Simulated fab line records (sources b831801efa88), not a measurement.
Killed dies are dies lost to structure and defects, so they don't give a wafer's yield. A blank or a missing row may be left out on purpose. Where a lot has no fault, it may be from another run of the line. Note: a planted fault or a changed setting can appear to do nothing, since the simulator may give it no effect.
What tool caused it? ; flow gf180mcu ; Sampling: 13 lots, 39 wafers, 4 of 602 route steps

WHAT EACH GAUGE READ, for each wafer
GF_POLY_GATE_CD_MEAS_10: the cd target is 280 nm. Usual: cd_nm at 280.0 nm, with a standard deviation of 1.
lot;measured;on;cd_nm (nm);flag
L420;day 9 01:13;cd_sem-01;281.3 280.3 279.4;
L421;day 9 12:29;cd_sem-01;279.8 279.3 280.1;
L423;day 10 01:10;cd_sem-02;281.4 282.4 280.8;
L424;day 10 08:01;cd_sem-01;279.6 280.2 281.0;
L426;day 11 01:01;cd_sem-01;279.6 280.1 281.0;
L427;day 11 07:46;cd_sem-02;279.4 278.0 279.6;
L428;day 11 15:17;cd_sem-01;282.7 281.6 281.7;
L429;day 11 22:48;cd_sem-02;280.4 279.9 281.3;
L430;day 12 09:39;cd_sem-02;278.3 279.8 279.5;
L439;day 14 20:48;cd_sem-02;280.2 281.4 280.8;
L441;day 15 12:32;cd_sem-01;278.6 280.3 280.0;
L442;day 15 22:24;cd_sem-02;278.8 279.1 279.6;
L443;day 16 00:52;cd_sem-02;281.3 279.3 280.9;

GF_PSD_OVL_MEAS_08. Usual: PSD_OVL -0.9 nm, standard deviation 1.3.
lot;measured;on;PSD_OVL (nm);flag
L420;day 14 00:15;overlay-02;0.4 -0.3 1.1;
L421;day 14 15:14;overlay-02;-0.8 0.6 -0.4;
L423;day 15 05:17;overlay-01;-2.1 -2.4 -1.9;
L424;day 15 13:32;overlay-02;-1.3 -3.0 -1.6;
L426;day 16 08:28;overlay-01;0.3 -1.3 -1.0;
L427;day 16 18:41;overlay-01;-2.0 -1.0 -0.4;
L428;day 17 03:25;overlay-02;1.1 1.1 1.7;
L429;day 17 12:04;overlay-01;-0.8 0.4 0.6;
L430;day 18 01:02;overlay-01;-0.1 -0.9 1.6;
L439;day 20 22:29;overlay-01;-1.3 0.0 -0.9;
L441;day 21 15:29;overlay-01;-0.6 -0.7 -1.2;
L442;day 22 00:14;overlay-02;-1.6 -1.7 -1.9;
L443;day 22 09:07;overlay-01;-3.9 -0.3 -1.5;

TOOL THAT RAN EACH LOT (tool first, then ch and the chambers of the sampled wafers, then the start)
lot;GF_LVPWELL_STRIP_10;GF_MVPSD_EXPOSE_04
L420;plasma_asher-04 ch 0,1, day 3 20:44;iline_stepper-01 ch 0, day 4 17:33
L421;plasma_asher-01 ch 0,1, day 4 03:05;iline_stepper-01 ch 0, day 4 23:43
L423;plasma_asher-04 ch 0,1, day 4 15:09;iline_stepper-02 ch 0, day 5 12:25
L424;plasma_asher-03 ch 1, day 4 19:03;iline_stepper-02 ch 0, day 5 16:46
L426;plasma_asher-04 ch 0,1, day 5 08:28;iline_stepper-01 ch 0, day 6 06:53
L427;plasma_asher-01 ch 0,1, day 5 12:32;iline_stepper-02 ch 0, day 6 10:34
L428;plasma_asher-03 ch 0,1, day 5 18:05;iline_stepper-01 ch 0, day 6 17:15
L429;plasma_asher-03 ch 0,1, day 6 02:32;iline_stepper-02 ch 0, day 7 01:29
L430;plasma_asher-04 ch 0,1, day 6 08:08;iline_stepper-01 ch 0, day 7 07:32
L439;plasma_asher-03 ch 0,1, day 8 09:23;iline_stepper-01 ch 0, day 9 10:36
L441;plasma_asher-04 ch 0,1, day 8 20:33;iline_stepper-02 ch 0, day 9 22:49
L442;plasma_asher-01 ch 0,1, day 9 04:11;iline_stepper-01 ch 0, day 10 06:39
L443;plasma_asher-03 ch 0,1, day 9 06:14;iline_stepper-02 ch 0, day 10 09:41
- GF_LVPWELL_STRIP_10: strips in O2/N2.
- GF_MVPSD_EXPOSE_04: exposes mask MVPSD, target cd 1000 nm.

AS READ BY THE TOOLS THEMSELVES (means over the sampled wafers that have a number; for cases with no such wafer, the mark the record gives instead)
GF_LVPWELL_STRIP_10. Usual: chamber_pressure_mTorr 1499.9 mTorr, standard deviation 1.5; drypump_motor_current_A 5.34 A, standard deviation 0.21; heater_power_w 315 W, standard deviation 26; oes_product_au 0.722 a.u., standard deviation 0.0044; strip_time_to_endpoint_s 36.97 s, standard deviation 0.11.
lot;tool;chamber_pressure_mTorr (mTorr);drypump_motor_current_A (A);heater_power_w (W);oes_product_au (a.u.);strip_time_to_endpoint_s (s);flag
L420;plasma_asher-04;1499.7;5.55;300;0.723;37.05;
L421;plasma_asher-01;1501.1;5.54;351;0.724;37.17;
L423;plasma_asher-04;1500.8;5.55;298;0.722;36.75;
L424;plasma_asher-03;1500.2;5.09;305;0.723;36.87;
L426;plasma_asher-04;1500.9;5.55;303;0.720;36.87;
L427;plasma_asher-01;1500.5;5.54;345;0.722;36.93;
L428;plasma_asher-03;1500.8;5.21;326;0.723;37.08;
L429;plasma_asher-03;1499.9;5.18;314;0.722;36.85;
L430;plasma_asher-04;1500.5;5.54;298;0.726;36.83;
L439;plasma_asher-03;1499.3;5.16;318;0.721;36.93;
L441;plasma_asher-04;1500.7;5.54;297;0.721;37.06;
L442;plasma_asher-01;1499.7;5.59;326;0.715;37.01;
L443;plasma_asher-03;1498.7;5.20;329;0.722;36.96;

THE ANSWER, worked out from the rows above alone
Rule: take the mean of a lot's wafers that have a number; if it is more than 3 standard deviations from the usual mean, the lot is off. A lot without any number at a reading at which 4 lots or more have one is off too. All remaining lots with rows at the step are treated as sound. The gauges are gone through in route order, then the tools' own readings, and for those a lot's mean is taken as printed above. The first step at which some lot is off is used, and at that step the reading that is off furthest; a lot without a number counts as furthest.
No lot is off at any reading shown: from this, nothing can be told.

WHAT THE SIMULATOR HAD PUT IN
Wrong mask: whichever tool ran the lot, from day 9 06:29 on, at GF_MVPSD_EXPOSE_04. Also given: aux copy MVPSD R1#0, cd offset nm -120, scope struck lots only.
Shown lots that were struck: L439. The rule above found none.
